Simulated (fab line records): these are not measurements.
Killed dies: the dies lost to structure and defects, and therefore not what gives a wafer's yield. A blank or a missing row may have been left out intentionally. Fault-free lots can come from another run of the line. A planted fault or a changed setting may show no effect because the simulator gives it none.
A lot that was struck, set against a sound lot -- flow sky130 -- 38 steps out of a route of 708
Sound: these wafers, L782.3, L782.4, L782.6. Struck: wafers L789.3, L789.5, L789.6. The cause comes at the end.
For every step that has rows: the tool of each side, followed by ch and its chambers, followed by its first start. Under that, the readings that differ: sound wafers -- struck wafers -- difference of the means -- sigmas: that difference in standard deviations of wafers without a fault.
alike: words and numbers the same on both sides, and readings whose means are apart by under 2 such deviations; not compared: readings that were withheld, readings missing a value for some wafer, numbers with overlapping values and no deviation given by the record, and bounds like >300 which may hide the same value.
Wherever a step has rows on one side only, a row that says differs or no value, or a row with sigmas, the two part there. Numbers that don't overlap but have no deviation are shown without sigmas and don't part them. Lack of a reading on every wafer of one side parts them only where that side has two or more wafers.

first, 9 steps without rows for these wafers: SKY_VIA2_SPUTTER_20 (material TiN, target thk 20 nm, time 80 s); SKY_VIA2_CVD_21 (deposits W, target thk 420 nm, time 126.4 s); SKY_VIA2_CMP_24 (polishes, stops on SiO2, t overpolish 20 s, target thk 0 nm); SKY_METAL3_SPUTTER_00 (material Ti, target thk 15 nm, time 10 s); SKY_METAL3_SPUTTER_01 (material TiN, target thk 20 nm, time 16.7 s); SKY_METAL3_SPUTTER_02 (material AlCu, target thk 735 nm, time 39.1 s); SKY_METAL3_SPUTTER_03 (material Ti, target thk 5 nm, time 3.3 s); SKY_METAL3_SPUTTER_04 (material TiN, target thk 70 nm, time 58.3 s); SKY_CAPM_CVD_00 (deposits SiO2, target thk 15.5 nm).
SKY_CAPM_SPUTTER_02: material TiN, target thk 200 nm, time 166.7 s.
  sound on pvd-sputter-01, day 36 07:13; struck on pvd-sputter-01, day 39 16:20
reading,sound,struck,difference,sigmas
chamber-pressure-pa (Pa),0.3987 0.4006 0.4010,0.3160 0.3165 0.3154,-0.0841,-99 or more
throttle-valve-pct (%),30.7 31.4 31.7,32.5 35.6 34.3,+2.9,+3
model.TiN_of_CAPM_SPUTTER_02.thk-nm (nm),200.3 199.3 199,205.7 205.8 206,+6.3,
SKY_CAPM_RS_MEAS_03: a four-point-probe measurement.
  sound on film-metro-02, day 36 07:22; struck on film-metro-04, day 39 16:29
reading,sound,struck,difference,sigmas
CAPM_TIN_RS (ohm/sq),6.89 6.95 6.94,6.73 6.71 6.72,-0.21,-3
  not compared: hold
SKY_CAPM_THK_MEAS_04: measures by xrf.
  sound on film-metro-02, day 36 07:28; struck on film-metro-04, day 39 16:35
reading,sound,struck,difference,sigmas
CAPM_TIN_THK (nm),201.1 200.2 198.8,207.3 208.2 207.7,+7.7,+3
  not compared: hold
then, 7 steps without rows for these wafers: SKY_CAPM_DEHYDRATE_05 (time 60 s); SKY_CAPM_HMDS_06 (prime time 60 s); SKY_CAPM_COAT_07 (resist thk 1140 nm); SKY_CAPM_SOFTBAKE_08 (time 60 s); SKY_CAPM_EXPOSE_09 (exposes mask CAPM, target cd 1000 nm); SKY_CAPM_PEB_10; SKY_CAPM_DEVELOP_11 (develop time 60 s).
SKY_CAPM_METAL_ETCH_13: etches TiN in Cl2/BCl3, stops on SiO2, target depth 220 nm, time 62.9 s.
  sound on rie-metal-03 ch 0,1, day 37 08:42; struck on rie-metal-03 ch 0,1, day 40 16:20
reading,sound,struck,difference,sigmas
oes-product-au (a.u.),0.937 0.939 0.938,0.959 0.956 0.956,+0.019,+3
model.etch.depth-nm (nm),200.3 199.3 199,205.7 205.8 206,+6.3,
model.CAPM.feature-depth-nm (nm),200.3 199.3 199,205.7 205.8 206,+6.3,
  alike: drypump-motor-current-A, throttle-valve-pct
  not compared: rf-hours-counter-h
then, 16 steps without rows for these wafers: SKY_CAPM_STRIP_14 (strips in O2/N2); SKY_CAPM_STRIP_15 (strips in post etch residue remover, time 1200 s); SKY_CAPM_CLEAN_16 (cleans in IPA, time 180 s); SKY_CAPM_CLEAN_17 (cleans in O3/DIW); SKY_METAL3_DEHYDRATE_05 (time 60 s); SKY_METAL3_HMDS_06 (prime time 60 s); SKY_METAL3_COAT_07 (resist thk 60 nm); SKY_METAL3_COAT_08 (resist thk 1140 nm); SKY_METAL3_SOFTBAKE_09 (time 90 s); SKY_METAL3_EXPOSE_10 (exposes mask MM3, target cd 300 nm); SKY_METAL3_PEB_11; SKY_METAL3_DEVELOP_12 (develop time 60 s); SKY_METAL3_DESCUM_15 (chemistry O2, time 8 s); SKY_METAL3_ETCH_16 (etches BARC in N2/H2, stops on SiO2, time 88.2 s, target depth 60 nm); SKY_METAL3_ETCH_17 (etches SiO2 in C4F8/O2/Ar, stops on TiN, time 3.9 s, target depth 15 nm); SKY_METAL3_METAL_ETCH_18 (etches the open film in Cl2/BCl3, stops on SiO2, target depth 845 nm, time 183.1 s).
SKY_METAL3_STRIP_20: strips in post etch residue remover, time 1200 s.
  sound on wet-bench-03 ch 0, day 38 12:16; struck on wet-bench-03 ch 0, day 41 14:01
reading,sound,struck,difference,sigmas
model.TiN_of_CAPM_SPUTTER_02.thk-nm (nm),199.5 198.4 198.2,204.9 204.9 205.1,+6.3,
-- the record jumps here: 7 days lie between the struck wafers' starts before and after (it left off in module METAL3 and takes up again in module PAD_OPEN, whose first step shown is number 708 of the route) --
SKY_PAD_OPEN_PROBE_99:
  sound on prober-02, day 45 14:01; struck on prober-01, day 48 08:16
reading,sound,struck,difference,sigmas
model.etest.cap-mim.plate-ohm-sq,6.017 6.022 6.018,5.743 5.873 5.822,-0.206,
  alike: defect-limited-yield, killed_at_M0_to_M3, killed_at_M4_up, killed-at-contacts, killed-at-front-end, killed-at-other, killed-dies, killed-on-rim, killed-open, killed-short, sort_bin_3_pad_short, sort_bin_5_function, sort_bin_6_memory, sort-n-pass, sort-yield-pct

## WHERE THEY PART
Last at SKY_CAPM_METAL_ETCH_13 as far as this record goes, first at SKY_CAPM_SPUTTER_02. Later steps at which nothing parts them and some readings are alike: SKY_PAD_OPEN_PROBE_99.

WHY: what the simulator had put in
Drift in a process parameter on pvd-sputter-01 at SKY_CAPM_SPUTTER_02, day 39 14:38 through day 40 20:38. Setting chamber-pressure-pa shifted by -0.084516 from 0.4. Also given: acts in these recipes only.
